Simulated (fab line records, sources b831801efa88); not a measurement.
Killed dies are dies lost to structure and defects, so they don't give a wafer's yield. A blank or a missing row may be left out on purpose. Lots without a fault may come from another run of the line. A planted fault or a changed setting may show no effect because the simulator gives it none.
Chamber matching | flow sky130 | SKY_VIA4_HDPCVD_00 on hdpcvd-02: 3 sister chambers
The step deposits SiO2, target thk 1750 nm, time 291.7 s. 6 wafers are shown with their chamber, then 7 later ones without.

WAFERS WITH THEIR CHAMBER
wafer  | chamber | run_length_s (s)
L201.4 | 2       | 318.6
L201.5 | 0       | 319.1
L202.4 | 1       | 319.4
L202.5 | 2       | 318.4
L204.3 | 0       | 319.4
L204.5 | 1       | 319.5

WAFERS WITHOUT THEIR CHAMBER
wafer  | run_length_s (s)
L204.6 | 319.4
L206.1 | 319.0
L206.3 | 319.0
L206.4 | 319.6
L207.1 | 319.3
L207.3 | 319.4
L207.5 | 319.3

WHICH CHAMBER EACH WENT THROUGH
wafer  | from the rows above          | in truth
L204.6 | can't be placed: 1 or 0      | 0
L206.1 | can't be placed: 0 or 1 or 2 | 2
L206.3 | can't be placed: 0 or 1 or 2 | 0
L206.4 | can't be placed: 1 or 0      | 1
L207.1 | can't be placed: 0 or 1      | 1
L207.3 | can't be placed: 1 or 0      | 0
L207.5 | can't be placed: 0 or 1      | 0
Placed correctly: 0 of 7. Can't be placed from these rows: 7 (the true chamber is among the candidates in 7). Placed wrongly: 0.
How it was worked out, from the rows above alone: a wafer's distance from a chamber is the root of the sum, over the readings, of the square of ((its reading less the chamber's mean) divided by the reading's scatter). The wafer belongs to the nearest chamber; if the next one is less than 2 further off, it can't be placed. A chamber's mean is the mean of its shown wafers. The scatter: the root of (the sum of the squares of (reading less its chamber's mean) over the shown wafers, divided by (wafers less chambers)).
